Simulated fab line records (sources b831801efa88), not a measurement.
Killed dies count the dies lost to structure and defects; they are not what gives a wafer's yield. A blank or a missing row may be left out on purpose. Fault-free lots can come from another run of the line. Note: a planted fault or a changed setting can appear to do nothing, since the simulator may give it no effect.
fab line records	flow sky130
record lots=15	wafers=45	last_day=50
route steps=708 shown NWELL@78 VT_ADJUST_HVTP@91 VT_ADJUST_LVTN@106
lots that met no fault: taken from a fault-free run of the same line
start_h: hours from the record's opening day to when the first of the lot's shown wafers began	wait_h: hours from the lot's prior step to this one	" unchanged from the row above	L1.1+2: a single row standing in for several wafers	- no value, or no start given	* or withheld: withheld	< > ~ a bound
route shown NAME@n: a module of which the file shows steps, and the number in the route of the first	usual: mean/standard deviation of fault-free wafers	same: alike in all rows	chamber/n: place in a boat	sites: each site's reading	_std_site: how widely they spread, as a standard deviation	_edge_site: mean of outer sites minus mean of inner sites	radius_mm: how far each site lies from the wafer's centre	mask NAME#n: copy n	behind: the last tool/chamber to shape the wafer	hold: what put the lot on hold/how long, in hours/how the hold closed	device: transistor that didn't switch, given as n, p or np	end of line: the tests these same wafers got at the end of their route	a step with no rows: only its recipe	killed: dies that structure and defects cost at the first sort, which is not the same as the wafer's yield	map: dies across one wafer; x = killed, . = not, _ = none there
set.NAME: setting as actually run; set.NAME@STEP: the setting as run at that earlier step	model.NAME: the simulator's own value behind a step, which no gauge read
the route's steps for a sample of lots (tables are steps, rows are wafers)
services: the hour from which a tool's chamber was out of use, counted from the record's first day as start_h (under 0 if before that day), plus the number of hours and why
## steps
# step SKY_NWELL_STRIP_25
# recipe chemistry=O2/N2	power_w=1400	pressure_mtorr=1500	platen_temp_c=withheld	o2_flow_sccm=3000	n2_flow_sccm=300	overash_fraction=0.5
# usual drypump_motor_current_A=5.40/0.29	oes_product_au=0.722/0.0042	strip_time_to_endpoint_s=36.90/0.093
lot.wafer	tool	chamber	start_h	wait_h	drypump_motor_current_A	oes_product_au	rf_hours_counter_h	strip_time_to_endpoint_s
L137.1	plasma_asher-04	0	104.75	0.1	5.07	0.721	29	37.00
L137.2	"	1	"	"	5.64	0.727	29	37.09
L137.6	"	0	"	"	5.08	0.727	-	37.12
L138.1	plasma_asher-01	1	109.07	0.1	5.21	0.721	42	36.91
L138.2	"	0	"	"	5.55	0.728	42	36.89
L138.6	"	0	"	"	5.55	0.722	-	36.97
L140.1	plasma_asher-01	0	123.65	0.1	5.54	0.722	44	37.03
L140.2	"	1	"	"	5.20	0.726	44	37.00
L140.6	"	1	"	"	5.22	0.726	-	37.12
L142.1	plasma_asher-04	1	134.10	0.1	5.64	0.723	32	36.95
L142.3	"	1	"	"	5.64	0.726	-	36.90
L142.6	"	0	"	"	5.07	0.713	-	36.88
L143.2	plasma_asher-04	1	142.77	0.1	5.63	0.726	33	36.82
L143.5	"	1	"	"	5.64	0.712	-	36.82
L143.6	"	0	"	"	5.10	0.718	-	36.90
L144.2	plasma_asher-02	0	147.61	0.1	5.13	0.718	45	36.95
L144.3	"	1	"	"	5.85	0.713	-	36.91
L144.4	"	0	"	"	5.15	0.730	-	37.03
L145.1	plasma_asher-04	1	149.55	0.1	5.63	0.727	33	36.81
L145.2	"	0	"	"	5.10	0.717	33	36.66
L145.5	"	0	"	"	5.08	0.720	-	36.72
L150.1	plasma_asher-04	0	191.52	0.1	5.11	0.719	39	36.74
L150.2	"	1	"	"	5.64	0.725	39	36.77
L150.6	"	0	"	"	5.08	0.726	-	36.82
L151.1	plasma_asher-04	1	195.30	0.1	5.65	0.721	39	36.88
L151.3	"	0	"	"	5.10	0.717	-	36.68
L151.4	"	1	"	"	5.65	0.719	-	36.92
L152.2	plasma_asher-04	1	200.07	0.1	5.66	0.721	40	36.97
L152.5	"	0	"	"	5.09	0.723	-	36.83
L152.6	"	1	"	"	5.66	0.723	-	36.87
L153.2	plasma_asher-04	0	201.92	0.1	5.10	0.716	40	36.82
L153.4	"	1	"	"	5.65	0.717	-	36.91
L153.6	"	1	"	"	5.66	0.719	-	36.89
L154.1	plasma_asher-02	0	207.96	0.1	5.15	0.722	52	36.79
L154.4	"	1	"	"	5.89	0.717	-	36.76
L154.5	"	1	"	"	5.88	0.719	-	36.86
L156.4	plasma_asher-01	1	221.25	0.1	5.18	0.724	-	36.87
L156.5	"	0	"	"	5.58	0.721	-	36.86
L156.6	"	1	"	"	5.18	0.716	-	36.96
L157.3	plasma_asher-02	1	226.90	0.1	5.88	0.716	-	36.73
L157.4	"	0	"	"	5.14	0.723	-	36.86
L157.6	"	0	"	"	5.16	0.727	-	36.87
L160.1	plasma_asher-04	1	243.20	0.1	5.66	0.729	44	36.82
L160.2	"	0	"	"	5.10	0.723	44	36.91
L160.6	"	0	"	"	5.09	0.723	-	36.78
# step SKY_VT_ADJUST_HVTP_DEVELOP_06
# recipe resist=NOVOLAK	developer=TMAH	develop_time_s=60	dev_temp_c=23
# usual chill_plate_temp_C=23.00/0.1	develop_time_s=60/0	developer_temp_C=23.00/0.084
lot.wafer	tool	chamber	start_h	wait_h	chill_plate_temp_C	develop_time_s	developer_temp_C
L137.1	litho_track-04	0	122.64	0.1	22.92	60	23.03
L137.2	"	0	"	"	22.79	60	23.07
L137.6	"	0	"	"	22.90	60	23.12
L138.1	litho_track-01	0	127.73	0.1	22.91	60	22.91
L138.2	"	0	"	"	22.82	60	23.03
L138.6	"	0	"	"	22.93	60	22.98
L140.1	litho_track-02	0	143.37	0.1	22.88	60	23.15
L140.2	"	0	"	"	22.86	60	23.07
L140.6	"	0	"	"	23.07	60	22.97
L142.1	litho_track-02	0	153.77	0.1	22.86	60	22.98
L142.3	"	0	"	"	22.99	60	22.90
L142.6	"	0	"	"	22.90	60	22.91
L143.2	litho_track-02	-	163.84	0.1	-	-	-
L143.5	"	-	"	"	-	-	-
L143.6	"	-	"	"	-	-	-
L144.2	litho_track-01	-	168.60	0.1	-	-	-
L144.3	"	-	"	"	-	-	-
L144.4	"	-	"	"	-	-	-
L145.1	litho_track-04	-	171.39	0.1	-	-	-
L145.2	"	-	"	"	-	-	-
L145.5	"	-	"	"	-	-	-
L150.1	litho_track-02	0	214.47	0.1	23.02	60	22.93
L150.2	"	0	"	"	23.09	60	22.85
L150.6	"	0	"	"	23.14	60	22.81
L151.1	litho_track-02	0	218.87	0.1	23.08	60	23.04
L151.3	"	0	"	"	22.96	60	23.06
L151.4	"	0	"	"	22.99	60	23.09
L152.2	litho_track-02	0	223.39	0.1	23.11	60	23.22
L152.5	"	0	"	"	22.98	60	22.99
L152.6	"	0	"	"	23.08	60	23.02
L153.2	litho_track-04	0	224.41	0.1	22.89	60	22.94
L153.4	"	0	"	"	22.83	60	23.07
L153.6	"	0	"	"	22.90	60	23.09
L154.1	litho_track-04	0	230.69	0.1	22.95	60	23.00
L154.4	"	0	"	"	22.99	60	22.98
L154.5	"	0	"	"	22.94	60	23.06
L156.4	litho_track-02	0	244.99	0.1	22.89	60	22.90
L156.5	"	0	"	"	22.69	60	22.99
L156.6	"	0	"	"	23.02	60	22.97
L157.3	litho_track-02	0	250.27	0.1	22.83	60	23.13
L157.4	"	0	"	"	23.10	60	23.11
L157.6	"	0	"	"	22.94	60	23.12
L160.1	litho_track-04	0	268.09	0.1	23.12	60	23.04
L160.2	"	0	"	"	23.21	60	22.94
L160.6	"	0	"	"	23.25	60	22.93
# step SKY_VT_ADJUST_HVTP_OVL_MEAS_08
# usual VT_ADJUST_HVTP_OVL=-0.5/1.5
lot.wafer	tool	chamber	start_h	wait_h	VT_ADJUST_HVTP_OVL[nm]
L137.1	overlay-02	-	122.91	0.1	1.4
L137.2	"	-	"	"	2.3
L137.6	"	-	"	"	1.8
L138.1	overlay-01	-	128.00	0.1	-2.2
L138.2	"	-	"	"	-0.3
L138.6	"	-	"	"	-1.6
L140.1	overlay-02	-	143.64	0.1	-0.5
L140.2	"	-	"	"	2.0
L140.6	"	-	"	"	1.7
L142.1	overlay-02	-	154.04	0.1	0.2
L142.3	"	-	"	"	-0.1
L142.6	"	-	"	"	-0.7
L143.2	overlay-01	-	164.09	0.1	-
L143.5	"	-	"	"	-
L143.6	"	-	"	"	-
L144.2	overlay-01	-	168.85	0.1	-
L144.3	"	-	"	"	-
L144.4	"	-	"	"	-
L145.1	overlay-01	-	171.66	0.1	-
L145.2	"	-	"	"	-
L145.5	"	-	"	"	-
L150.1	overlay-01	-	214.74	0.1	-1.6
L150.2	"	-	"	"	-3.1
L150.6	"	-	"	"	-2.0
L151.1	overlay-01	-	219.14	0.1	0.0
L151.3	"	-	"	"	0.1
L151.4	"	-	"	"	1.1
L152.2	overlay-02	-	223.64	0.1	-0.7
L152.5	"	-	"	"	-0.7
L152.6	"	-	"	"	-0.2
L153.2	overlay-02	-	224.66	0.1	0.3
L153.4	"	-	"	"	1.3
L153.6	"	-	"	"	0.9
L154.1	overlay-02	-	230.96	0.1	-1.0
L154.4	"	-	"	"	-0.1
L154.5	"	-	"	"	-1.3
L156.4	overlay-02	-	245.21	0.1	-2.7
L156.5	"	-	"	"	-3.2
L156.6	"	-	"	"	-3.8
L157.3	overlay-01	-	250.50	0.1	-1.2
L157.4	"	-	"	"	0.5
L157.6	"	-	"	"	-0.8
L160.1	overlay-02	-	268.36	0.1	0.7
L160.2	"	-	"	"	1.6
L160.6	"	-	"	"	1.0
# step SKY_VT_ADJUST_LVTN_STRIP_09
# recipe chemistry=O2/N2	power_w=1400	pressure_mtorr=1500	platen_temp_c=withheld	o2_flow_sccm=3000	n2_flow_sccm=300	overash_fraction=0.5
# usual drypump_motor_current_A=5.5/0.32	oes_product_au=0.722/0.0045	strip_time_to_endpoint_s=36.88/0.098
lot.wafer	tool	chamber	start_h	wait_h	drypump_motor_current_A	oes_product_au	rf_hours_counter_h	strip_time_to_endpoint_s
L137.1	plasma_asher-04	1	143.17	0.1	5.7	0.727	33	37.08
L137.2	"	0	"	"	5.1	0.718	33	37.01
L137.6	"	1	"	"	5.6	0.715	-	36.93
L138.1	plasma_asher-03	1	148.56	0.1	6.1	0.725	3	36.80
L138.2	"	0	"	"	5.7	0.720	3	36.87
L138.6	"	1	"	"	6.1	0.727	-	36.89
L140.1	plasma_asher-04	0	164.47	0.1	5.1	0.727	36	36.90
L140.2	"	1	"	"	5.6	0.722	36	36.85
L140.6	"	0	"	"	5.1	0.719	-	36.91
L142.1	plasma_asher-04	1	175.72	0.1	5.6	0.721	37	36.77
L142.3	"	1	"	"	5.6	0.718	-	36.83
L142.6	"	0	"	"	5.1	0.714	-	36.81
L143.2	plasma_asher-03	0	184.17	0.1	5.7	0.728	6	36.94
L143.5	"	1	"	"	6.0	0.720	-	36.79
L143.6	"	0	"	"	5.7	0.721	-	36.98
L144.2	plasma_asher-01	1	188.77	0.1	5.2	0.717	48	37.08
L144.3	"	1	"	"	5.2	0.730	-	37.02
L144.4	"	0	"	"	5.6	0.714	-	36.96
L145.1	plasma_asher-03	0	192.07	0.1	5.6	0.723	7	36.95
L145.2	"	1	"	"	6.0	0.727	7	36.99
L145.5	"	0	"	"	5.6	0.721	-	36.96
L150.1	plasma_asher-04	0	237.56	0.1	5.1	0.721	43	36.85
L150.2	"	1	"	"	5.7	0.726	43	36.86
L150.6	"	1	"	"	5.7	0.718	-	36.92
L151.1	plasma_asher-04	0	242.31	0.1	5.1	0.719	43	36.76
L151.3	"	0	"	"	5.1	0.716	-	36.80
L151.4	"	1	"	"	5.6	0.722	-	36.77
L152.2	plasma_asher-01	1	248.17	0.1	5.2	0.717	53	36.79
L152.5	"	1	"	"	5.2	0.727	-	36.86
L152.6	"	0	"	"	5.6	0.726	-	36.75
L153.2	plasma_asher-04	0	248.87	0.1	5.1	0.714	44	36.89
L153.4	"	0	"	"	5.1	0.728	-	36.82
L153.6	"	1	"	"	5.6	0.722	-	36.87
L154.1	plasma_asher-03	1	254.76	0.1	6.1	0.720	14	37.01
L154.4	"	1	"	"	6.0	0.726	-	36.99
L154.5	"	1	"	"	6.0	0.717	-	36.87
L156.4	plasma_asher-04	0	270.45	0.1	5.1	0.718	-	37.03
L156.5	"	0	"	"	5.1	0.721	-	36.88
L156.6	"	1	"	"	5.7	0.721	-	36.91
L157.3	plasma_asher-01	1	275.41	0.1	5.2	0.719	-	36.84
L157.4	"	0	"	"	5.6	0.720	-	36.86
L157.6	"	1	"	"	5.2	0.721	-	36.86
L160.1	plasma_asher-01	0	293.57	0.1	5.5	0.727	57	36.97
L160.2	"	1	"	"	5.2	0.726	57	36.99
L160.6	"	1	"	"	5.2	0.720	-	37.05
## services
tool	chamber	start_h	hours	kind
plasma_asher-04	-	88.64	0.7	repair
plasma_asher-03	-	104.93	4.3	pm
plasma_asher-03	-	109.26	9.0	pm
plasma_asher-03	0	109.26	9.0	vent_cycle
plasma_asher-03	1	109.26	9.0	vent_cycle
plasma_asher-03	0	118.26	-	clean
plasma_asher-03	1	118.26	-	clean
plasma_asher-02	-	123.66	3.7	repair
plasma_asher-01	-	145.38	26.5	repair
plasma_asher-03	-	161.29	8.1	repair
plasma_asher-02	-	197.02	3.7	repair
plasma_asher-04	-	210.57	2.8	pm
plasma_asher-02	-	219.82	1.9	repair
plasma_asher-01	-	252.02	6.7	repair
plasma_asher-01	-	262.16	1.1	repair
## key
first_sign step=SKY_VT_ADJUST_HVTP_DEVELOP_06	reading=tool_record	direction=missing
effect none on later readings
met_at SKY_VT_ADJUST_HVTP_DEVELOP_06
struck_lots L143,L144,L145
sort_left_out L143.2,L143.5,L143.6,L144.2,L144.3,L144.4,L145.1,L145.2,L145.5
tester_left_out L143,L144,L145
not_acting_at SKY_NWELL_STRIP_25,SKY_VT_ADJUST_HVTP_OVL_MEAS_08,SKY_VT_ADJUST_LVTN_STRIP_09
onset_between 153.77 163.84
fault kind=skipped_step_whole	tool=litho_track-01,litho_track-02,litho_track-04	chamber=-	onset_h=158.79	steps=SKY_VT_ADJUST_HVTP_DEVELOP_06	scope=struck_lots_only
# tester_left_out: of these lots the tester's yield and bins aren't shown, on N5 and GAA mostly nor the transistor test; their killed dies are dies lost to structure and defects alone, not to doping, threshold or leakage, so they don't give the yield
# sort_left_out: the simulated sort isn't trusted on such a fault, so these wafers' sort isn't shown, and their yield isn't known
